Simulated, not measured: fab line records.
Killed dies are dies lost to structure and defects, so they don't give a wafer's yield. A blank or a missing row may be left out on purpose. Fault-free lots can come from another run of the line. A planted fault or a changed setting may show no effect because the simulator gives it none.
fab line records + flow sky130
record:
- lots: 14
- wafers: 42
- lastDay: 50
route steps=708 shown METAL4@599 VIA4@650 PAD_OPEN@698
lots that met no fault: from a run of the same line without faults
startH: hours from the record's opening day to when the first of the lot's shown wafers began + waitH: hours from the lot's prior step to this one + " unchanged from the row above + L1.1+2: several wafers, shown together as one row + - no value, or no start was given + * or withheld: withheld + < > ~ a bound
route shown NAME@n: names a module that has steps shown in the file, with the first one's number in the route + usual: mean/standard deviation taken from wafers without a fault + same: alike in all rows + chamber/n: place in a boat + sites: the reading at each site + _std_site: the values' standard deviation + _edge_site: mean of outer sites minus mean of inner sites + radiusMm: how far each site lies from the wafer's centre + mask NAME#n: copy n + behind: tool/chamber where the wafer was last shaped + hold: what put the lot on hold/how long, in hours/how the hold closed + device: which transistor (n, p or np) failed to switch + end of line: the route-end tests of the same wafers + for a step that has no rows: nothing shown but its recipe + killed: not the wafer's yield, but the dies lost to structure and defects at the first sort + map: per-die view of a wafer (x killed, . not killed, _ where there is no die)
set.NAME: the setting the step ran with; set.NAME@STEP: the setting that earlier step ran with + model.NAME: the simulator's own value behind a step, which no gauge read
route steps across a sampled set of lots; one table per step, one row per wafer
services: from which hour (startH, from the record's first day; less than 0 if before it) a tool's chamber was out of use, for how many hours, and why
== steps ==
step: SKY_METAL4_SPUTTER_01
recipe:
- material: TiN
- targetThkNm: 20
- powerW: 6500
- timeS: 16.7
- chamberPressurePa: 0.4
usual:
- throttleValvePct: 30.1/0.94
| lot.wafer | tool          | chamber | startH  | waitH | throttleValvePct |
|-----------|---------------|---------|---------|-------|------------------|
| L411.3    | pvdSputter-01 | -       | 930.72  | 0.0   | 30.9             |
| L411.4    | "             | -       | "       | "     | 30.6             |
| L411.5    | "             | -       | "       | "     | 30.7             |
| L412.3    | pvdSputter-01 | -       | 931.08  | 0.0   | 30.6             |
| L412.4    | "             | -       | "       | "     | 30.5             |
| L412.6    | "             | -       | "       | "     | 29.2             |
| L415.1    | pvdSputter-01 | -       | 975.42  | 0.0   | 30.9             |
| L415.5    | "             | -       | "       | "     | 30.9             |
| L415.6    | "             | -       | "       | "     | 29.3             |
| L416.1    | pvdSputter-02 | -       | 977.73  | 0.0   | 30.1             |
| L416.5    | "             | -       | "       | "     | 30.2             |
| L416.6    | "             | -       | "       | "     | 29.2             |
| L417.1    | pvdSputter-02 | -       | 980.54  | 0.0   | 28.8             |
| L417.3    | "             | -       | "       | "     | 31.4             |
| L417.6    | "             | -       | "       | "     | 28.9             |
| L418.2    | pvdSputter-02 | -       | 988.33  | 0.0   | 29.3             |
| L418.4    | "             | -       | "       | "     | 31.3             |
| L418.6    | "             | -       | "       | "     | 29.1             |
| L419.1    | pvdSputter-02 | -       | 999.83  | 0.0   | 30.1             |
| L419.2    | "             | -       | "       | "     | 28.5             |
| L419.3    | "             | -       | "       | "     | 29.2             |
| L423.3    | pvdSputter-02 | -       | 1027.04 | 0.0   | 28.8             |
| L423.4    | "             | -       | "       | "     | 28.6             |
| L423.6    | "             | -       | "       | "     | 29.5             |
| L424.1    | pvdSputter-01 | -       | 1027.41 | 0.0   | 31.0             |
| L424.4    | "             | -       | "       | "     | 30.4             |
| L424.6    | "             | -       | "       | "     | 31.1             |
| L425.1    | pvdSputter-02 | -       | 1032.60 | 0.0   | 29.4             |
| L425.2    | "             | -       | "       | "     | 28.6             |
| L425.3    | "             | -       | "       | "     | 31.1             |
| L426.2    | pvdSputter-01 | -       | 1034.61 | 0.0   | 30.7             |
| L426.4    | "             | -       | "       | "     | 30.4             |
| L426.6    | "             | -       | "       | "     | 30.9             |
| L427.1    | pvdSputter-03 | -       | 1039.67 | 0.0   | 29.0             |
| L427.2    | "             | -       | "       | "     | 29.7             |
| L427.4    | "             | -       | "       | "     | 31.2             |
| L428.2    | pvdSputter-02 | -       | 1049.00 | 0.0   | 29.2             |
| L428.3    | "             | -       | "       | "     | 31.4             |
| L428.5    | "             | -       | "       | "     | 30.3             |
| L432.1    | pvdSputter-03 | -       | 1075.31 | 0.0   | 29.9             |
| L432.3    | "             | -       | "       | "     | 31.2             |
| L432.6    | "             | -       | "       | "     | 30.9             |
step: SKY_VIA4_OVL_MEAS_11
usual:
- VIA4_OVL: 1.0/1.1
| lot.wafer | tool       | chamber | startH  | waitH | VIA4_OVL[nm] |
|-----------|------------|---------|---------|-------|--------------|
| L411.3    | overlay-01 | -       | 1004.45 | 0.1   | 0.9          |
| L411.4    | "          | -       | "       | "     | -0.1         |
| L411.5    | "          | -       | "       | "     | 0.6          |
| L412.3    | overlay-02 | -       | 1004.67 | 0.1   | 1.4          |
| L412.4    | "          | -       | "       | "     | 0.5          |
| L412.6    | "          | -       | "       | "     | 1.0          |
| L415.1    | overlay-01 | -       | 1046.49 | 0.1   | 3.7          |
| L415.5    | "          | -       | "       | "     | 1.3          |
| L415.6    | "          | -       | "       | "     | 2.8          |
| L416.1    | overlay-02 | -       | 1049.74 | 0.1   | 2.6          |
| L416.5    | "          | -       | "       | "     | 4.6          |
| L416.6    | "          | -       | "       | "     | 2.9          |
| L417.1    | overlay-02 | -       | 1052.19 | 0.1   | -0.1         |
| L417.3    | "          | -       | "       | "     | 1.2          |
| L417.6    | "          | -       | "       | "     | 0.6          |
| L418.2    | overlay-01 | -       | 1058.01 | 0.1   | 1.9          |
| L418.4    | "          | -       | "       | "     | 0.6          |
| L418.6    | "          | -       | "       | "     | 1.5          |
| L419.1    | overlay-01 | -       | 1068.00 | 0.1   | -0.1         |
| L419.2    | "          | -       | "       | "     | 0.1          |
| L419.3    | "          | -       | "       | "     | 1.0          |
| L423.3    | overlay-02 | -       | 1094.22 | 0.1   | 0.6          |
| L423.4    | "          | -       | "       | "     | 0.5          |
| L423.6    | "          | -       | "       | "     | 1.3          |
| L424.1    | overlay-02 | -       | 1094.99 | 0.1   | 2.1          |
| L424.4    | "          | -       | "       | "     | 2.2          |
| L424.6    | "          | -       | "       | "     | 4.5          |
| L425.1    | overlay-02 | -       | 1098.61 | 0.1   | 0.1          |
| L425.2    | "          | -       | "       | "     | 1.5          |
| L425.3    | "          | -       | "       | "     | 1.7          |
| L426.2    | overlay-02 | -       | 1100.05 | 0.1   | 2.7          |
| L426.4    | "          | -       | "       | "     | 1.3          |
| L426.6    | "          | -       | "       | "     | 2.3          |
| L427.1    | overlay-02 | -       | 1102.86 | 0.1   | 1.1          |
| L427.2    | "          | -       | "       | "     | 1.7          |
| L427.4    | "          | -       | "       | "     | 0.9          |
| L428.2    | overlay-01 | -       | 1114.21 | 0.1   | -1.4         |
| L428.3    | "          | -       | "       | "     | -0.5         |
| L428.5    | "          | -       | "       | "     | -0.5         |
| L432.1    | overlay-02 | -       | 1138.34 | 0.1   | 1.2          |
| L432.3    | "          | -       | "       | "     | -0.9         |
| L432.6    | "          | -       | "       | "     | -2.2         |
step: SKY_VIA4_RS_MEAS_19
recipe:
- thkMeasGauge: four-point-probe
- reads: W_of_VIA4_CVD_18+TiN_of_VIA4_SPUTTER_17
usual:
- VIA4_W_RS: 0.2254/0.0023
| lot.wafer | tool         | chamber | startH  | waitH | VIA4_W_RS[ohm/sq] |
|-----------|--------------|---------|---------|-------|-------------------|
| L411.3    | filmMetro-03 | -       | 1005.39 | 0.1   | 0.2240            |
| L411.4    | "            | -       | "       | "     | 0.2262            |
| L411.5    | "            | -       | "       | "     | 0.2274            |
| L412.3    | filmMetro-01 | -       | 1005.61 | 0.1   | 0.2226            |
| L412.4    | "            | -       | "       | "     | 0.2251            |
| L412.6    | "            | -       | "       | "     | 0.2221            |
| L415.1    | filmMetro-03 | -       | 1047.46 | 0.1   | 0.2206            |
| L415.5    | "            | -       | "       | "     | 0.2219            |
| L415.6    | "            | -       | "       | "     | 0.2206            |
| L416.1    | filmMetro-02 | -       | 1050.73 | 0.1   | 0.2251            |
| L416.5    | "            | -       | "       | "     | 0.2225            |
| L416.6    | "            | -       | "       | "     | 0.2233            |
| L417.1    | filmMetro-01 | -       | 1053.11 | 0.1   | 0.2270            |
| L417.3    | "            | -       | "       | "     | 0.2264            |
| L417.6    | "            | -       | "       | "     | 0.2264            |
| L418.2    | filmMetro-01 | -       | 1058.94 | 0.1   | 0.2246            |
| L418.4    | "            | -       | "       | "     | 0.2266            |
| L418.6    | "            | -       | "       | "     | 0.2275            |
| L419.1    | filmMetro-01 | -       | 1068.92 | 0.1   | 0.2268            |
| L419.2    | "            | -       | "       | "     | 0.2260            |
| L419.3    | "            | -       | "       | "     | 0.2227            |
| L423.3    | filmMetro-03 | -       | 1095.20 | 0.1   | 0.2273            |
| L423.4    | "            | -       | "       | "     | 0.2238            |
| L423.6    | "            | -       | "       | "     | 0.2237            |
| L424.1    | filmMetro-01 | -       | 1095.90 | 0.1   | 0.2297            |
| L424.4    | "            | -       | "       | "     | 0.2270            |
| L424.6    | "            | -       | "       | "     | 0.2287            |
| L425.1    | filmMetro-03 | -       | 1099.52 | 0.1   | 0.2224            |
| L425.2    | "            | -       | "       | "     | 0.2277            |
| L425.3    | "            | -       | "       | "     | 0.2251            |
| L426.2    | filmMetro-01 | -       | 1101.14 | 0.1   | 0.2287            |
| L426.4    | "            | -       | "       | "     | 0.2253            |
| L426.6    | "            | -       | "       | "     | 0.2254            |
| L427.1    | filmMetro-01 | -       | 1103.77 | 0.1   | 0.2266            |
| L427.2    | "            | -       | "       | "     | 0.2301            |
| L427.4    | "            | -       | "       | "     | 0.2247            |
| L428.2    | filmMetro-02 | -       | 1115.22 | 0.1   | 0.2243            |
| L428.3    | "            | -       | "       | "     | 0.2261            |
| L428.5    | "            | -       | "       | "     | 0.2260            |
| L432.1    | filmMetro-02 | -       | 1139.25 | 0.1   | 0.2275            |
| L432.3    | "            | -       | "       | "     | 0.2269            |
| L432.6    | "            | -       | "       | "     | 0.2259            |
step: SKY_PAD_OPEN_EXPOSE_04
recipe:
- maskId: PDM
- targetCdNm: 60000
- na: 0.57
- doseMj: 260
usual:
- exposureDoseMJCm2: 260.00/0.26
- focusOffsetNm: 0.0/0.63
| lot.wafer | tool            | chamber | startH  | waitH | mask  | exposureDoseMJCm2 | focusOffsetNm |
|-----------|-----------------|---------|---------|-------|-------|-------------------|---------------|
| L411.3    | ilineStepper-02 | 0       | 1064.10 | -     | PDM#0 | 259.68            | 0.3           |
| L411.4    | "               | 0       | "       | "     | PDM#0 | 259.38            | -0.3          |
| L411.5    | "               | 0       | "       | "     | PDM#0 | 259.60            | -0.8          |
| L412.3    | ilineStepper-02 | 0       | 1064.63 | -     | PDM#0 | 260.23            | 0.1           |
| L412.4    | "               | 0       | "       | "     | PDM#0 | 260.13            | 0.6           |
| L412.6    | "               | 0       | "       | "     | PDM#0 | 260.24            | 0.9           |
| L415.1    | ilineStepper-02 | 0       | 1100.52 | -     | PDM#0 | 260.32            | 0.8           |
| L415.5    | "               | 0       | "       | "     | PDM#0 | 260.44            | 0.1           |
| L415.6    | "               | 0       | "       | "     | PDM#0 | 260.35            | 0.2           |
| L416.1    | ilineStepper-01 | 0       | 1102.92 | -     | PDM#0 | 259.87            | 0.7           |
| L416.5    | "               | 0       | "       | "     | PDM#0 | 259.86            | 0.2           |
| L416.6    | "               | 0       | "       | "     | PDM#0 | 260.19            | 0.8           |
| L417.1    | ilineStepper-02 | 0       | 1107.37 | -     | PDM#0 | 259.78            | 0.5           |
| L417.3    | "               | 0       | "       | "     | PDM#0 | 259.78            | -0.4          |
| L417.6    | "               | 0       | "       | "     | PDM#0 | 259.61            | -0.1          |
| L418.2    | ilineStepper-02 | 0       | 1111.96 | -     | PDM#0 | 259.96            | 0.8           |
| L418.4    | "               | 0       | "       | "     | PDM#0 | 260.10            | 0.6           |
| L418.6    | "               | 0       | "       | "     | PDM#0 | 259.68            | 0.2           |
| L419.1    | ilineStepper-01 | 0       | 1121.18 | -     | PDM#0 | 259.90            | 0.3           |
| L419.2    | "               | 0       | "       | "     | PDM#0 | 260.26            | -1.0          |
| L419.3    | "               | 0       | "       | "     | PDM#0 | 259.70            | 0.4           |
| L423.3    | ilineStepper-02 | 0       | 1145.28 | -     | PDM#0 | 259.88            | -0.4          |
| L423.4    | "               | 0       | "       | "     | PDM#0 | 259.90            | -0.8          |
| L423.6    | "               | 0       | "       | "     | PDM#0 | 260.23            | -0.9          |
| L424.1    | ilineStepper-02 | 0       | 1145.64 | -     | PDM#0 | 259.84            | -1.2          |
| L424.4    | "               | 0       | "       | "     | PDM#0 | 259.69            | -1.5          |
| L424.6    | "               | 0       | "       | "     | PDM#0 | 259.84            | -1.2          |
| L425.1    | ilineStepper-02 | -       | 1150.64 | -     | PDM#0 | -                 | -             |
| L425.2    | "               | -       | "       | "     | PDM#0 | -                 | -             |
| L425.3    | "               | -       | "       | "     | PDM#0 | -                 | -             |
| L426.2    | ilineStepper-01 | -       | 1151.65 | -     | PDM#0 | -                 | -             |
| L426.4    | "               | -       | "       | "     | PDM#0 | -                 | -             |
| L426.6    | "               | -       | "       | "     | PDM#0 | -                 | -             |
| L427.1    | ilineStepper-01 | 0       | 1154.44 | -     | PDM#0 | 259.79            | 0.8           |
| L427.2    | "               | 0       | "       | "     | PDM#0 | 260.25            | 0.4           |
| L427.4    | "               | 0       | "       | "     | PDM#0 | 259.94            | 0.1           |
| L428.2    | ilineStepper-02 | 0       | 1163.75 | -     | PDM#0 | 259.97            | 0.1           |
| L428.3    | "               | 0       | "       | "     | PDM#0 | 260.45            | 1.1           |
| L428.5    | "               | 0       | "       | "     | PDM#0 | 259.94            | 0.4           |
| L432.1    | ilineStepper-01 | 0       | 1184.64 | -     | PDM#0 | 259.75            | 0.3           |
| L432.3    | "               | 0       | "       | "     | PDM#0 | 259.88            | -0.5          |
| L432.6    | "               | 0       | "       | "     | PDM#0 | 260.30            | 0.5           |
== services ==
| tool            | chamber | startH  | hours | kind                   |
|-----------------|---------|---------|-------|------------------------|
| ilineStepper-02 | -       | 910.21  | 3.5   | repair                 |
| ilineStepper-02 | 0       | 912.61  | -     | calibration            |
| ilineStepper-02 | -       | 924.21  | 3.9   | repair                 |
| pvdSputter-02   | -       | 933.33  | 1.2   | repair                 |
| ilineStepper-01 | 0       | 934.01  | -     | calibration            |
| pvdSputter-02   | -       | 935.67  | 5.1   | repair                 |
| ilineStepper-02 | -       | 972.47  | 1.7   | pm                     |
| ilineStepper-02 | -       | 976.15  | 2.1   | pm                     |
| ilineStepper-02 | -       | 978.23  | -     | consumableReplace:lamp |
| ilineStepper-02 | -       | 980.07  | 1.1   | repair                 |
| ilineStepper-02 | -       | 986.38  | 4.4   | pm                     |
| ilineStepper-02 | -       | 990.82  | 8.9   | pm                     |
| pvdSputter-01   | -       | 1002.92 | 2.7   | repair                 |
| ilineStepper-01 | -       | 1011.00 | 1.3   | repair                 |
| pvdSputter-01   | -       | 1052.08 | 0.5   | repair                 |
| pvdSputter-02   | -       | 1056.55 | 1.4   | repair                 |
| pvdSputter-01   | -       | 1073.89 | 8.8   | repair                 |
| ilineStepper-01 | -       | 1077.23 | 2.1   | pm                     |
| ilineStepper-01 | -       | 1079.32 | -     | consumableReplace:lamp |
| ilineStepper-01 | -       | 1106.31 | 1.7   | pm                     |
| ilineStepper-02 | 0       | 1138.62 | -     | calibration            |
| ilineStepper-01 | 0       | 1159.87 | -     | calibration            |
| ilineStepper-02 | -       | 1173.50 | 11.6  | repair                 |
== key ==
firstSign:
- step: SKY_PAD_OPEN_EXPOSE_04
- reading: toolRecord
- direction: missing
effect none on later readings
metAt SKY_PAD_OPEN_EXPOSE_04
struckLots L425,L426
laterRowsLeftOut L425.1,L425.2,L425.3,L426.2,L426.4,L426.6
sortLeftOut L425.1,L425.2,L425.3,L426.2,L426.4,L426.6
notActingAt SKY_METAL4_SPUTTER_01,SKY_VIA4_OVL_MEAS_11,SKY_VIA4_RS_MEAS_19
onsetBetween 1145.64 1150.64
fault:
- kind: skippedStepWhole
- tool: ilineStepper-01,ilineStepper-02
- chamber: -
- onsetH: 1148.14
- steps: SKY_PAD_OPEN_EXPOSE_04
- scope: struckLotsOnly
sortLeftOut: the simulated sort isn't trusted on such a fault, so these wafers' sort isn't shown, and their yield isn't known
laterRowsLeftOut: the simulator's readings of these wafers behind a module that went badly wrong aren't trusted and aren't shown, but for the sort
